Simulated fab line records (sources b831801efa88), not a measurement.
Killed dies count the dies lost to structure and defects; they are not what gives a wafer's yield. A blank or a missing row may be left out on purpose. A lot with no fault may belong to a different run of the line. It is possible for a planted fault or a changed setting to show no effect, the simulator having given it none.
fab line records	flow gf180mcu
[record] lots = 6	wafers = 18	last_day = 33
route steps=602 shown HV_LDD@199
lots that met no fault: from a run of the same line without faults
start_h: start of the lot's first displayed wafer, in hours after the record's first day	wait_h: hours elapsed since this lot's preceding step	" identical to the entry in the row above	L1.1+2: one row covering several wafers at once	- value missing, or start not given	* or withheld: withheld	< > ~ a bound
route shown NAME@n: NAME is a module with steps in the file, n the number in the route of the first one	usual: mean/standard deviation taken from wafers without a fault	same: alike in all rows	chamber/n: place in a boat	sites: readings site by site	_std_site: the standard deviation of these	_edge_site: the outer-site mean with the inner-site mean subtracted	radius_mm: how far each site lies from the wafer's centre	mask NAME#n: copy n	behind: the last tool/chamber to shape the wafer	hold: reason for holding the lot/hours on hold/outcome of the hold	device: transistor that didn't switch, given as n, p or np	end of line: tests of these same wafers at the route's end	a step with no rows: only its recipe	killed: the dies lost at the first sort to structure and to defects; this is not the yield of the wafer	map: a wafer's dies, marking killed ones x, the rest . and places with no die _
set.NAME: the setting that was run; set.NAME@STEP: the one run at that earlier step	model.NAME: the simulator's own value behind a step, which no gauge read
a table for each step, a row for each wafer; lots at some steps of the route
services: a tool's chamber out of use, with start hour (start_h, from the record's first day; less than 0 if before it), hours out, and reason
[[steps]]
[step GF_HV_LDD_TW_MEAS_23]
[usual] HV_LDD_2_TW = 1055/12
lot.wafer	tool	chamber	start_h	wait_h	HV_LDD_2_TW
L719.2	film_metro-02	-	260.58	0.1	1039
L719.3	"	-	"	"	1041
L719.6	"	-	"	"	1046
L723.3	film_metro-04	-	294.43	0.1	1073
L723.4	"	-	"	"	1070
L723.5	"	-	"	"	1075
L724.4	film_metro-04	-	301.84	0.1	1075
L724.5	"	-	"	"	1076
L724.6	"	-	"	"	1078
L731.2	film_metro-01	-	363.27	0.1	1057
L731.3	"	-	"	"	1054
L731.6	"	-	"	"	1055
L732.1	film_metro-02	-	364.81	0.1	1040
L732.3	"	-	"	"	1044
L732.4	"	-	"	"	1043
L733.1	film_metro-02	-	369.45	0.1	1046
L733.3	"	-	"	"	1038
L733.4	"	-	"	"	1039
[step GF_HV_LDD_DEHYDRATE_24]
[recipe] temp_c = 200	time_s = 60
[step GF_HV_LDD_HMDS_25]
[recipe] prime_time_s = 60	prime_temp_c = 120
[step GF_HV_LDD_COAT_26]
[recipe] resist = NOVOLAK	spin_rpm = 3000	resist_thk_nm = 1000
[step GF_HV_LDD_SOFTBAKE_27]
[recipe] temp_c = 90	time_s = 60	resist = NOVOLAK
[step GF_HV_LDD_EXPOSE_28]
[recipe] mask_id = Nplus_HV_AREA	target_cd_nm = 400	na = 0.6	source_shape = conventional	sigma_outer = 0.6	dose_mj = 140
[step GF_HV_LDD_PEB_29]
[recipe] temp_c = withheld	time_s = *	resist = NOVOLAK
[step GF_HV_LDD_DEVELOP_30]
[recipe] develop_time_s = 60	dev_temp_c = 23
[step GF_HV_LDD_CD_MEAS_31]
[recipe] target_cd_nm = 400
[usual] cd_nm = 400.4/2
lot.wafer	tool	chamber	start_h	wait_h	cd_nm
L719.2	cd_sem-01	-	279.93	0.1	399.3
L719.3	"	-	"	"	400.7
L719.6	"	-	"	"	398.6
L723.3	cd_sem-01	-	314.95	0.1	404.9
L723.4	"	-	"	"	401.7
L723.5	"	-	"	"	405.6
L724.4	cd_sem-02	-	322.77	0.1	403.0
L724.5	"	-	"	"	400.8
L724.6	"	-	"	"	402.2
L731.2	cd_sem-01	-	385.62	0.1	397.2
L731.3	"	-	"	"	398.1
L731.6	"	-	"	"	397.5
L732.1	cd_sem-01	-	387.90	0.1	405.4
L732.3	"	-	"	"	404.2
L732.4	"	-	"	"	404.4
L733.1	cd_sem-01	-	392.31	0.1	400.2
L733.3	"	-	"	"	398.3
L733.4	"	-	"	"	398.9
[step GF_HV_LDD_OVL_MEAS_32]
[usual] HV_LDD_02_OVL = 0.2/1.4
lot.wafer	tool	chamber	start_h	wait_h	HV_LDD_02_OVL[nm]
L719.2	overlay-01	-	280.03	0.1	1.4
L719.3	"	-	"	"	0.6
L719.6	"	-	"	"	-1.8
L723.3	overlay-01	-	315.04	0.1	-1.9
L723.4	"	-	"	"	-1.3
L723.5	"	-	"	"	-0.1
L724.4	overlay-01	-	322.85	0.1	1.8
L724.5	"	-	"	"	0.9
L724.6	"	-	"	"	-0.7
L731.2	overlay-02	-	385.73	0.1	0.7
L731.3	"	-	"	"	-0.4
L731.6	"	-	"	"	-0.4
L732.1	overlay-01	-	388.02	0.1	2.1
L732.3	"	-	"	"	1.8
L732.4	"	-	"	"	0.4
L733.1	overlay-02	-	392.43	0.1	1.0
L733.3	"	-	"	"	0.8
L733.4	"	-	"	"	0.1
[step GF_HV_LDD_IMPLANT_33]
[recipe] species = P	energy_kev = 60	dose_cm2 = 7.5e+12	tilt_deg = 30	rotation_deg = 0
[step GF_HV_LDD_IMPLANT_34]
[recipe] species = P	energy_kev = 60	dose_cm2 = 7.5e+12	tilt_deg = 30	rotation_deg = 90
[step GF_HV_LDD_IMPLANT_35]
[recipe] species = P	energy_kev = 60	dose_cm2 = 7.5e+12	tilt_deg = 30	rotation_deg = 180
[usual] beam_energy_keV = 59.997/0.02	beam_on_s = 10.02/0.2	faraday_current_uA = 42.2/0.84
lot.wafer	tool	chamber	start_h	wait_h	beam_energy_keV	beam_on_s	faraday_current_uA
L719.2	implanter-01	0	280.39	0.1	59.997	10.20	41.6
L719.3	"	0	"	"	59.993	10.02	42.4
L719.6	"	0	"	"	59.979	10.04	42.1
L723.3	implanter-02	-	315.41	0.1	-	-	-
L723.4	"	-	"	"	-	-	-
L723.5	"	-	"	"	-	-	-
L724.4	implanter-01	-	323.24	0.1	-	-	-
L724.5	"	-	"	"	-	-	-
L724.6	"	-	"	"	-	-	-
L731.2	implanter-03	0	386.09	0.1	60.036	10.02	42.1
L731.3	"	0	"	"	60.043	10.30	41.2
L731.6	"	0	"	"	60.018	10.24	41.2
L732.1	implanter-02	0	388.35	0.1	59.987	10.12	41.8
L732.3	"	0	"	"	60.002	9.83	42.9
L732.4	"	0	"	"	59.957	10.02	42.3
L733.1	implanter-02	0	392.76	0.1	60.027	9.85	42.9
L733.3	"	0	"	"	60.007	9.73	43.4
L733.4	"	0	"	"	60.016	10.07	42.2
[step GF_HV_LDD_IMPLANT_36]
[recipe] species = P	energy_kev = 60	dose_cm2 = 7.5e+12	tilt_deg = 30	rotation_deg = 270
[step GF_HV_LDD_STRIP_37]
[recipe] chemistry = O2/N2	power_w = 1400	pressure_mtorr = 1500	platen_temp_c = 250	o2_flow_sccm = 3000	n2_flow_sccm = 300	overash_fraction = 0.5
[usual] drypump_motor_current_A = 5.8/0.33	heater_power_w = 320/21	oes_product_au = 0.716/0.0047	strip_time_to_endpoint_s = 12.63/0.036
lot.wafer	tool	chamber	start_h	wait_h	drypump_motor_current_A	heater_power_w	oes_product_au	rf_hours_counter_h	strip_time_to_endpoint_s
L719.2	plasma_asher-04	1	280.66	0.1	6.4	346	0.716	59	12.60
L719.3	"	0	"	"	5.7	331	0.706	-	12.61
L719.6	"	0	"	"	5.7	325	0.720	-	12.62
L723.3	plasma_asher-04	0	315.70	0.1	5.7	332	0.724	-	12.61
L723.4	"	1	"	"	6.4	336	0.724	-	12.59
L723.5	"	0	"	"	5.7	321	0.717	-	12.59
L724.4	plasma_asher-02	0	323.50	0.1	5.6	272	0.718	-	12.67
L724.5	"	0	"	"	5.5	276	0.719	-	12.66
L724.6	"	1	"	"	5.7	337	0.711	-	12.66
L731.2	plasma_asher-04	1	386.36	0.1	6.4	338	0.719	70	12.62
L731.3	"	0	"	"	5.7	332	0.712	-	12.65
L731.6	"	1	"	"	6.4	337	0.710	-	12.68
L732.1	plasma_asher-04	0	388.65	0.1	5.7	328	0.715	71	12.63
L732.3	"	0	"	"	5.7	331	0.719	-	12.63
L732.4	"	1	"	"	6.5	338	0.707	-	12.68
L733.1	plasma_asher-02	1	393.06	0.1	5.7	338	0.722	29	12.65
L733.3	"	1	"	"	5.7	325	0.716	-	12.63
L733.4	"	0	"	"	5.6	272	0.714	-	12.65
[step GF_HV_LDD_TW_MEAS_38]
[usual] HV_LDD_3_TW = 1437/14
lot.wafer	tool	chamber	start_h	wait_h	HV_LDD_3_TW
L719.2	film_metro-04	-	280.77	0.1	1459
L719.3	"	-	"	"	1467
L719.6	"	-	"	"	1465
L723.3	film_metro-01	-	315.78	0.1	1300
L723.4	"	-	"	"	1300
L723.5	"	-	"	"	1304
L724.4	film_metro-02	-	323.59	0.1	1296
L724.5	"	-	"	"	1301
L724.6	"	-	"	"	1291
L731.2	film_metro-04	-	386.47	0.1	1454
L731.3	"	-	"	"	1452
L731.6	"	-	"	"	1451
L732.1	film_metro-04	-	388.75	0.1	1451
L732.3	"	-	"	"	1453
L732.4	"	-	"	"	1447
L733.1	film_metro-04	-	393.16	0.1	1455
L733.3	"	-	"	"	1451
L733.4	"	-	"	"	1459
[step GF_HV_LDD_DEHYDRATE_39]
[recipe] temp_c = 200	time_s = 60
[step GF_HV_LDD_HMDS_40]
[recipe] prime_time_s = 60	prime_temp_c = 120
[step GF_HV_LDD_COAT_41]
[recipe] resist = NOVOLAK	spin_rpm = 3000	resist_thk_nm = 1000
[step GF_HV_LDD_SOFTBAKE_42]
[recipe] temp_c = 90	time_s = 60	resist = NOVOLAK
[step GF_HV_LDD_EXPOSE_43]
[recipe] mask_id = Pplus_HV_AREA	target_cd_nm = 400	na = 0.6	source_shape = conventional	sigma_outer = 0.6	dose_mj = 137.4
[step GF_HV_LDD_PEB_44]
[recipe] temp_c = withheld	time_s = *	resist = NOVOLAK
[step GF_HV_LDD_DEVELOP_45]
[recipe] develop_time_s = 60	dev_temp_c = 23
[step GF_HV_LDD_CD_MEAS_46]
[recipe] target_cd_nm = 400
[usual] cd_nm = 394.7/2.4
lot.wafer	tool	chamber	start_h	wait_h	cd_nm
L719.2	cd_sem-02	-	300.77	0.1	396.2
L719.3	"	-	"	"	398.7
L719.6	"	-	"	"	397.3
L723.3	cd_sem-01	-	336.60	0.1	395.2
L723.4	"	-	"	"	396.0
L723.5	"	-	"	"	396.4
L724.4	cd_sem-02	-	345.27	0.1	391.1
L724.5	"	-	"	"	393.6
L724.6	"	-	"	"	393.9
L731.2	cd_sem-01	-	410.02	0.1	394.0
L731.3	"	-	"	"	390.6
L731.6	"	-	"	"	391.7
L732.1	cd_sem-02	-	411.95	0.1	392.8
L732.3	"	-	"	"	393.1
L732.4	"	-	"	"	394.4
L733.1	cd_sem-02	-	416.71	0.1	394.6
L733.3	"	-	"	"	393.6
L733.4	"	-	"	"	395.1
[step GF_HV_LDD_OVL_MEAS_47]
[usual] HV_LDD_03_OVL = -0.6/1.5
lot.wafer	tool	chamber	start_h	wait_h	HV_LDD_03_OVL[nm]
L719.2	overlay-01	-	300.88	0.1	0.7
L719.3	"	-	"	"	0.9
L719.6	"	-	"	"	-0.3
L723.3	overlay-01	-	336.69	0.1	-1.7
L723.4	"	-	"	"	-1.6
L723.5	"	-	"	"	-3.0
L724.4	overlay-02	-	345.35	0.1	-0.4
L724.5	"	-	"	"	-2.7
L724.6	"	-	"	"	-3.0
L731.2	overlay-02	-	410.12	0.1	-2.0
L731.3	"	-	"	"	-2.3
L731.6	"	-	"	"	-2.4
L732.1	overlay-02	-	412.07	0.1	-1.3
L732.3	"	-	"	"	-0.2
L732.4	"	-	"	"	-3.1
L733.1	overlay-01	-	416.83	0.1	2.9
L733.3	"	-	"	"	0.9
L733.4	"	-	"	"	0.3
[step GF_HV_LDD_IMPLANT_48]
[recipe] species = B	energy_kev = 25	dose_cm2 = 3e+13	tilt_deg = 7
[step GF_HV_LDD_STRIP_49]
[recipe] chemistry = O2/N2	power_w = 1400	pressure_mtorr = 1500	platen_temp_c = 250	o2_flow_sccm = 3000	n2_flow_sccm = 300	overash_fraction = 0.5
[usual] drypump_motor_current_A = 5.8/0.3	heater_power_w = 318/24	oes_product_au = 0.716/0.0051	strip_time_to_endpoint_s = 12.63/0.034
lot.wafer	tool	chamber	start_h	wait_h	drypump_motor_current_A	heater_power_w	oes_product_au	rf_hours_counter_h	strip_time_to_endpoint_s
L719.2	plasma_asher-04	0	301.06	0.1	5.7	322	0.713	62	12.66
L719.3	"	0	"	"	5.7	315	0.714	-	12.70
L719.6	"	1	"	"	6.4	334	0.714	-	12.66
L723.3	plasma_asher-04	1	336.89	0.1	6.4	346	0.723	-	12.63
L723.4	"	0	"	"	5.7	327	0.714	-	12.70
L723.5	"	0	"	"	5.7	328	0.718	-	12.67
L724.4	plasma_asher-02	0	345.55	0.1	5.5	271	0.714	-	12.61
L724.5	"	1	"	"	5.8	340	0.705	-	12.63
L724.6	"	0	"	"	5.5	273	0.728	-	12.61
L731.2	plasma_asher-02	0	410.30	0.1	5.6	276	0.722	31	12.61
L731.3	"	1	"	"	5.7	344	0.717	-	12.65
L731.6	"	0	"	"	5.6	271	0.713	-	12.65
L732.1	plasma_asher-02	0	412.25	0.1	5.5	280	0.721	31	12.64
L732.3	"	0	"	"	5.5	276	0.721	-	12.62
L732.4	"	1	"	"	5.7	336	0.718	-	12.66
L733.1	plasma_asher-02	0	417.01	0.1	5.5	272	0.714	31	12.65
L733.3	"	0	"	"	5.6	282	0.712	-	12.60
L733.4	"	1	"	"	5.8	349	0.716	-	12.61
[step GF_HV_LDD_TW_MEAS_50]
[usual] HV_LDD_4_TW = 569/4.9
lot.wafer	tool	chamber	start_h	wait_h	HV_LDD_4_TW
L719.2	film_metro-04	-	301.17	0.1	574
L719.3	"	-	"	"	576
L719.6	"	-	"	"	577
L723.3	film_metro-04	-	336.98	0.1	575
L723.4	"	-	"	"	573
L723.5	"	-	"	"	574
L724.4	film_metro-04	-	345.64	0.1	576
L724.5	"	-	"	"	577
L724.6	"	-	"	"	573
L731.2	film_metro-01	-	410.41	0.1	569
L731.3	"	-	"	"	569
L731.6	"	-	"	"	568
L732.1	film_metro-02	-	412.35	0.1	563
L732.3	"	-	"	"	564
L732.4	"	-	"	"	562
L733.1	film_metro-01	-	417.11	0.1	569
L733.3	"	-	"	"	569
L733.4	"	-	"	"	565
[step GF_HV_LDD_CLEAN_51]
[recipe] chemistry = SC1/SC2	mix = 1:4:20	temp_c = 70	time_s = 150	dry = n2_spin
[step GF_HV_LDD_RTA_52]
[recipe] temp_c = 1000	time_s = 10	ambient = N2
[usual] lamp_power_pct = 31.6/1.8	wafer_temp_C_max = 1003.6/1
lot.wafer	tool	chamber	start_h	wait_h	lamp_power_pct	wafer_temp_C_max
L719.2	rtp_anneal-01	0	301.28	0.0	30.3	1004.8
L719.3	"	0	"	"	30.2	1004.7
L719.6	"	0	"	"	30.2	1003.2
L723.3	rtp_anneal-02	0	337.10	0.0	33.9	1003.1
L723.4	"	0	"	"	33.9	1003.4
L723.5	"	0	"	"	33.9	1003.1
L724.4	rtp_anneal-02	0	345.76	0.0	33.8	1002.8
L724.5	"	0	"	"	33.9	1002.0
L724.6	"	0	"	"	33.9	1002.1
L731.2	rtp_anneal-01	0	410.52	0.0	30.3	1003.8
L731.3	"	0	"	"	30.3	1003.4
L731.6	"	0	"	"	30.2	1004.1
L732.1	rtp_anneal-01	0	412.46	0.0	30.2	1003.6
L732.3	"	0	"	"	30.3	1005.1
L732.4	"	0	"	"	30.3	1004.0
L733.1	rtp_anneal-01	0	417.22	0.0	30.2	1003.6
L733.3	"	0	"	"	30.2	1004.1
L733.4	"	0	"	"	30.2	1003.3
[step GF_HV_LDD_RS_MEAS_53]
[recipe] thk_meas_gauge = four-point-probe
[usual] HV_LDD_RS = 418.9/0.93
lot.wafer	tool	chamber	start_h	wait_h	HV_LDD_RS[ohm/sq]
L719.2	film_metro-01	-	301.36	0.1	419.2
L719.3	"	-	"	"	419.3
L719.6	"	-	"	"	420.3
L723.3	film_metro-02	-	337.18	0.1	441.1
L723.4	"	-	"	"	441.5
L723.5	"	-	"	"	441.1
L724.4	film_metro-02	-	345.85	0.1	439.4
L724.5	"	-	"	"	439.3
L724.6	"	-	"	"	439.1
L731.2	film_metro-04	-	410.60	0.1	419.0
L731.3	"	-	"	"	418.4
L731.6	"	-	"	"	419.9
L732.1	film_metro-04	-	412.53	0.1	418.2
L732.3	"	-	"	"	419.2
L732.4	"	-	"	"	418.6
L733.1	film_metro-04	-	417.29	0.1	417.6
L733.3	"	-	"	"	418.9
L733.4	"	-	"	"	419.0
[step GF_HV_LDD_CVD_54]
[recipe] material = SiO2	target_thk_nm = 10	precursor = TEOS	temp_c = 680	time_s = 75	pressure_mtorr = 400
[[services]]
tool	chamber	start_h	hours	kind
implanter-03	-	265.52	0.6	repair
plasma_asher-02	-	287.11	15.6	pm
implanter-01	-	335.56	1.7	repair
implanter-01	-	393.59	3.6	pm
implanter-02	-	397.09	1.0	repair
plasma_asher-04	-	398.36	15.6	pm
plasma_asher-04	-	415.72	1.8	repair
[[key]]
[first_sign] step = GF_HV_LDD_IMPLANT_35	reading = tool_record	direction = missing
[effect] step = GF_HV_LDD_TW_MEAS_38	reading = HV_LDD_3_TW	direction = down	sigmas = 9.9	usual = 1437	struck = 1299
[effect] step = GF_HV_LDD_RS_MEAS_53	reading = HV_LDD_RS	direction = up	sigmas = 23	usual = 418.9	struck = 440.3
met_at GF_HV_LDD_IMPLANT_35
struck_wafers L723.3,L723.4,L723.5,L724.4,L724.5,L724.6
later_rows_left_out L723.3,L723.4,L723.5,L724.4,L724.5,L724.6
sort_left_out L723.3,L723.4,L723.5,L724.4,L724.5,L724.6
tester_left_out L723,L724
onset_between 280.39 315.41
[fault] kind = skipped_step_whole	tool = implanter-01,implanter-02	chamber = -	onset_h = 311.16	steps = GF_HV_LDD_IMPLANT_35	scope = struck_lots_only
// tester_left_out: of these lots the tester's yield and bins aren't shown, on N5 and GAA mostly nor the transistor test; their killed dies are dies lost to structure and defects alone, not to doping, threshold or leakage, so they don't give the yield
// sort_left_out: the simulated sort isn't trusted on such a fault, so these wafers' sort isn't shown, and their yield isn't known
// later_rows_left_out: the simulator's readings of these wafers behind a module that went badly wrong aren't trusted and aren't shown, but for the sort
